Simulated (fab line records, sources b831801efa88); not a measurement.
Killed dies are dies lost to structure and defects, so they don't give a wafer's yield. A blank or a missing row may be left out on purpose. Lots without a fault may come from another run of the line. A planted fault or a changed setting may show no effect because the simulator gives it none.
Problem report in the 8D (eight disciplines) form, filled by code | flow sky130 | the parts of the form that need people (team, actions taken, sign-off) are left out

1. THE PROBLEM
VT_ADJUST_LVTN_TW at SKY_VT_ADJUST_LVTN_TW_MEAS_10 reads a mean of 230.7 on 3 wafers of 3 lots; wafers without a fault read 242.1 with a standard deviation of 1.3. That is -8.8 standard deviations from the usual mean.
First seen on wafer L584.4, day 9 16:05, on film_metro-03. The record holds 36 wafers of 13 lots with a number at this step. Rule for "out", or "out of limits": more than 4 standard deviations from the usual mean. The other wafers with a number count as sound.

2. WHAT IT IS AND WHAT IT IS NOT
question                    | is                           | is not
which readings at this step | VT_ADJUST_LVTN_TW            | -
which lots                  | L584, L585, L586             | L574, L575, L577, L578, L579, L591, L592, L593, L595, L597
which wafers of those lots  | L584.4, L585.4, L586.5       | L584.3, L585.6, L586.3
read on which gauges        | film_metro-02, film_metro-03 | film_metro-01
when                        | from day 9 16:05             | up to then (16 sound wafers); but 17 sound wafers of L585, L586, L591, L592, L593, L595, L597 came after

3. SUSPECTS, AND WHAT RULES EACH OUT
Counting: a tool at a process step up to the reading stays a suspect if it ran every lot that is out. Sound lots after the first of them don't rule it out here, since some wafers of a struck lot are sound.
- the gauge at SKY_VT_ADJUST_LVTN_TW_MEAS_10: ruled out. The wafers that are out were read on 2 gauges (film_metro-02, film_metro-03).
- implanter-02 at SKY_VT_ADJUST_LVTN_IMPLANT_08: kept. It ran every lot that is out, first L584 (day 9 15:52); its last sound lot up to then is L578 (day 8 01:43).
Left after counting: implanter-02 at SKY_VT_ADJUST_LVTN_IMPLANT_08.

4. THE CAUSE (what the simulator had put in)
Process parameter drift: implanter-02, from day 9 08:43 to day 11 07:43, at SKY_VT_ADJUST_LVTN_IMPLANT_08. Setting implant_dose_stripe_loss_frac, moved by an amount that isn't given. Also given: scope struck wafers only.
Counting left only this tool.

5. THE CHAIN OF EFFECTS, in route order
Each row: a reading whose mean over the struck wafers that have a number lies more than 3 standard deviations from the usual. Only readings for which the record gives a usual standard deviation are gone through. hours: the time from each lot's start at the first step in this table that gives one to its start at this step, as a median over the lots. sigmas: the change in usual standard deviations.
hours | step                          | reading           | usual | on struck wafers | change | sigmas
0     | SKY_VT_ADJUST_LVTN_TW_MEAS_10 | VT_ADJUST_LVTN_TW | 242.1 | 230.7            | -11.4  | -8.8

6. WHAT WOULD HAVE CAUGHT IT SOONER
In this record the first reading out of limits at a measuring or inspecting step was taken at day 9 16:05, 7 hours after the fault began at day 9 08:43.
Of the tool readings at SKY_VT_ADJUST_LVTN_IMPLANT_08 for which the record gives a usual standard deviation, none was out on any struck wafer, so an alarm limit of 4 standard deviations on them would not have fired.
Of the lots that are out (3), L585, L586 began SKY_VT_ADJUST_LVTN_IMPLANT_08 on implanter-02 after day 9 16:05. A hold on the tool at that time would have spared those 2.
